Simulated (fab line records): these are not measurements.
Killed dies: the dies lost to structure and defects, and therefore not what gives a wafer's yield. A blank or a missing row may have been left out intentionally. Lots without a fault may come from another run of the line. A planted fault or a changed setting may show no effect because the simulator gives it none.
Matching of chambers -- flow sky130 -- SKY_CONTACT_ETCH_16 on rie_diel-04 has 4 sister chambers
The step etches BARC in N2/H2, stops on SiO2, time 45.9 s, target depth 60 nm. 4 wafers are shown with their chamber, then 9 later ones without.

## WAFERS PAIRED WITH THEIR CHAMBERS
wafer,chamber,drypump_motor_current_A (A)
L688.4,0,5.6
L688.5,3,5.8
L693.5,2,4.7
L693.6,1,4.9

## WAFERS MISSING THEIR CHAMBER
wafer,drypump_motor_current_A (A)
L695.1,5.6
L695.2,4.9
L695.4,4.9
L700.3,5.8
L700.4,5.5
L700.6,5.6
L701.1,5.6
L701.4,4.8
L701.5,4.9

## CHAMBER TAKEN BY EACH
wafer,from the rows above,in truth
L695.1,0,0
L695.2,1,1
L695.4,1,1
L700.3,3,3
L700.4,0,0
L700.6,0,0
L701.1,0,0
L701.4,can't be placed: 2 or 1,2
L701.5,1,1
Correctly placed: 8 of 9. From these rows, 1 cannot be placed; in 1 the true chamber is one of the candidates. Placed wrongly: 0.
How it was worked out, from the rows above alone: a wafer's distance from a chamber is the root of the sum, over the readings, of the square of ((its reading less the chamber's mean) divided by the reading's scatter). If the next closest chamber is less than 2 further off than the closest, the wafer can't be placed; otherwise it belongs to the closest. The mean given for a chamber averages the wafers shown for that chamber. The scatter: root of mean squared gap, hidden wafer to nearest shown wafer, with one shown wafer a chamber.
